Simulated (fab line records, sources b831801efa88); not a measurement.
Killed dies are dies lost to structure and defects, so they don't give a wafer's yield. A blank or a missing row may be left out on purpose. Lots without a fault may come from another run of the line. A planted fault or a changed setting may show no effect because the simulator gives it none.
Tool commonality check | flow sky130 | 10 lots, 30 wafers sampled

WHY IT WAS OPENED
At SKY_POLY_GATE_THK_MEAS_01 the reading POLY_GATE_CVD_00_THK is flagged on 3 of 10 lots. Wafers without a fault read 180.1 nm, standard deviation 1.5.
Rule: a lot is flagged when every wafer of it that has a number lies more than 4 standard deviations from that mean, or none has a number. The other lots count as sound.

lot  | measured     | on            | POLY_GATE_CVD_00_THK (nm), wafer by wafer | flag
L808 | day 13 22:32 | film_metro-03 | 175.9 178.0 178.6                         |
L811 | day 14 23:32 | film_metro-01 | 164.2 157.5 143.7                         | FLAGGED
L812 | day 15 19:09 | film_metro-01 | 151.4 164.2 171.5                         | FLAGGED
L813 | day 15 20:29 | film_metro-01 | 129.7 132.9 137.3                         | FLAGGED
L823 | day 21 04:33 | film_metro-01 | 181.9 182.1 180.8                         |
L825 | day 21 04:36 | film_metro-04 | 181.0 180.0 179.5                         |
L826 | day 21 04:37 | film_metro-03 | 179.8 180.4 180.1                         |
L828 | day 21 07:02 | film_metro-03 | 181.2 181.0 178.9                         |
L827 | day 21 11:42 | film_metro-01 | 179.2 179.0 179.4                         |
L829 | day 21 20:03 | film_metro-03 | 177.8 178.4 177.8                         |
The numbers of the flagged lots are 150.3 nm on average: -29.8 nm against the usual, or -20 standard deviations.

WHICH TOOL RAN EACH LOT
The record holds 2 process steps before the reading, out of a route of 708 steps. In each cell: the tool, then ch and the chambers that the sampled wafers went through, then the start.
lot  | flag    | SKY_GATE_OXIDE_STRIP_13              | SKY_POLY_GATE_CVD_00
L808 |         | plasma_asher-04 ch 0,1, day 13 17:28 | lpcvd-01 ch 1, day 13 20:44
L811 | FLAGGED | plasma_asher-04 ch 0,1, day 14 20:02 | lpcvd-01 ch 1, day 14 22:19
L812 | FLAGGED | plasma_asher-01 ch 0, day 15 14:00   | lpcvd-01 ch 1, day 15 17:56
L813 | FLAGGED | plasma_asher-04 ch 0,1, day 15 15:47 | lpcvd-01 ch 1, day 15 19:16
L823 |         | plasma_asher-04 ch 0,1, day 19 15:14 | lpcvd-01 ch 0, day 21 03:20
L825 |         | plasma_asher-04 ch 0,1, day 20 18:49 | lpcvd-01 ch 0, day 21 03:20
L826 |         | plasma_asher-03 ch 0,1, day 20 22:55 | lpcvd-01 ch 1, day 21 03:20
L828 |         | plasma_asher-03 ch 0,1, day 21 04:02 | lpcvd-01 ch 0, day 21 05:50
L827 |         | plasma_asher-04 ch 0,1, day 21 08:45 | lpcvd-01 ch 1, day 21 10:29
L829 |         | plasma_asher-01 ch 0,1, day 21 17:01 | lpcvd-01 ch 1, day 21 18:50
What these steps do:
- SKY_GATE_OXIDE_STRIP_13: strips in O2/N2.
- SKY_POLY_GATE_CVD_00: deposits poly-Si, target thk 180 nm, time 720 s.
- SKY_POLY_GATE_THK_MEAS_01

FLAGGED OVER TOTAL, TOOL BY TOOL (the gauges that took the reading come last)
step                      | tool            | lots run | flagged | share of the flagged lots | sound lots run after its first flagged lot
SKY_GATE_OXIDE_STRIP_13   | plasma_asher-01 | 2        | 1       | some                      | 1 (L829)
SKY_GATE_OXIDE_STRIP_13   | plasma_asher-03 | 2        | 0       | none                      | -
SKY_GATE_OXIDE_STRIP_13   | plasma_asher-04 | 6        | 2       | some                      | 3 (L823,L825,L827)
SKY_POLY_GATE_CVD_00      | lpcvd-01        | 10       | 3       | all                       | 6 (L823,L825,L826,L828,L827,L829)
SKY_POLY_GATE_THK_MEAS_01 | film_metro-01   | 5        | 3       | all                       | 2 (L823,L827)
SKY_POLY_GATE_THK_MEAS_01 | film_metro-03   | 4        | 0       | none                      | -
SKY_POLY_GATE_THK_MEAS_01 | film_metro-04   | 1        | 0       | none                      | -

WHAT THE TABLE ALLOWS
2 rows of the table ran every flagged lot: lpcvd-01 at SKY_POLY_GATE_CVD_00, film_metro-01 at SKY_POLY_GATE_THK_MEAS_01.
- lpcvd-01 at SKY_POLY_GATE_CVD_00: 3 of its 10 lots flagged. Sound lots ran on it after the first flagged one (L823, L825, L826, L828, L827, L829), which a lasting fault on the whole tool wouldn't allow. Its own readings lie more than 4 standard deviations out on every wafer of the flagged lots: spike_tc_centre_C, zone_power_centre_pct, zone_power_upper_pct.
- film_metro-01 at SKY_POLY_GATE_THK_MEAS_01: 3 of its 5 lots flagged. Sound lots ran on it after the first flagged one (L823, L827), which a lasting fault on the whole tool wouldn't allow.
No row of the table ran every flagged lot and no sound lot after the first.

WHAT THE SIMULATOR HAD PUT IN
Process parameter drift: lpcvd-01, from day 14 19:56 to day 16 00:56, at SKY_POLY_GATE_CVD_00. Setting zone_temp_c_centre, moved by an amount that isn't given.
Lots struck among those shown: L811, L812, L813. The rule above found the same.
